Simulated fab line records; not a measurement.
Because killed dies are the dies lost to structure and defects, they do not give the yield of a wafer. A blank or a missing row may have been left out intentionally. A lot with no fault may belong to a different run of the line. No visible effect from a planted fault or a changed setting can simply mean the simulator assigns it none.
The tool behind it: which one? | flow gf180mcu | Sampling: 6 lots, 18 wafers, 3 of 602 route steps

== WHAT EACH GAUGE READ, for each wafer ==
GF_NWELL_OVL_MEAS_07.
lot  | measured    | on         | NWELL_OVL (nm)
L716 | day 3 13:12 | overlay-02 | 1.3 1.9 -0.8
L721 | day 4 16:18 | overlay-02 | - 4.0 -
L727 | day 6 02:34 | overlay-02 | 0.8 0.5 0.9
L733 | day 7 08:55 | overlay-02 | 0.9 0.7 -2.2
L736 | day 8 07:55 | overlay-01 | 1.1 1.9 1.5
L738 | day 8 20:28 | overlay-01 | 0.2 -0.3 0.9

== EACH LOT AND THE TOOL THAT RAN IT (in order: tool; ch and the chambers of the sampled wafers; start) ==
lot  | GF_DNWELL_STRIP_08                  | GF_NWELL_DEVELOP_06
L716 | plasma-asher-01 ch 0,1, day 2 23:44 | litho-track-01 ch 0, day 3 13:00
L721 | plasma-asher-03 ch 0,1, day 4 02:35 | litho-track-01 ch 0, day 4 16:00
L727 | plasma-asher-01 ch 0,1, day 5 12:31 | litho-track-04 ch 0, day 6 02:00
L733 | plasma-asher-04 ch 0, day 6 17:01   | litho-track-04 ch 0, day 7 08:00
L736 | plasma-asher-03 ch 0,1, day 7 16:01 | litho-track-01 ch 0, day 8 07:00
L738 | plasma-asher-04 ch 0,1, day 8 02:52 | litho-track-04 ch 0, day 8 20:00
- GF_DNWELL_STRIP_08: strips in O2/N2.
- GF_NWELL_DEVELOP_06: develop time 60 s.

== THE ANSWER, worked out from the rows above alone ==
Rule: the usual values come from the lots themselves. The widest of any qualifying gaps counts: lots, ordered by their means at a reading, are off when they make up no more than a third of the lots, leave a main group of 4 or more, and stand apart from it by 3 or more times the standard deviation of that group's means. The tables above print the reading to a certain number of digits; a main group whose means all agree to those digits is not used. Also off: a lot with no number at a reading for which 4 or more lots have one. The other lots that the step has rows for count as sound.
Off: L721, seen at GF_NWELL_OVL_MEAS_07 (NWELL_OVL). The main group has a mean of 0.6 nm with a standard deviation of 0.57.
A tool fits if, at a process step before that reading, it ran every lot that is off, and no sound lot after the first of them. Those tools and the gauges at GF_NWELL_OVL_MEAS_07 are tried in the same way. Not one of the candidates tried fits.

== WHAT THE SIMULATOR PUT IN ==
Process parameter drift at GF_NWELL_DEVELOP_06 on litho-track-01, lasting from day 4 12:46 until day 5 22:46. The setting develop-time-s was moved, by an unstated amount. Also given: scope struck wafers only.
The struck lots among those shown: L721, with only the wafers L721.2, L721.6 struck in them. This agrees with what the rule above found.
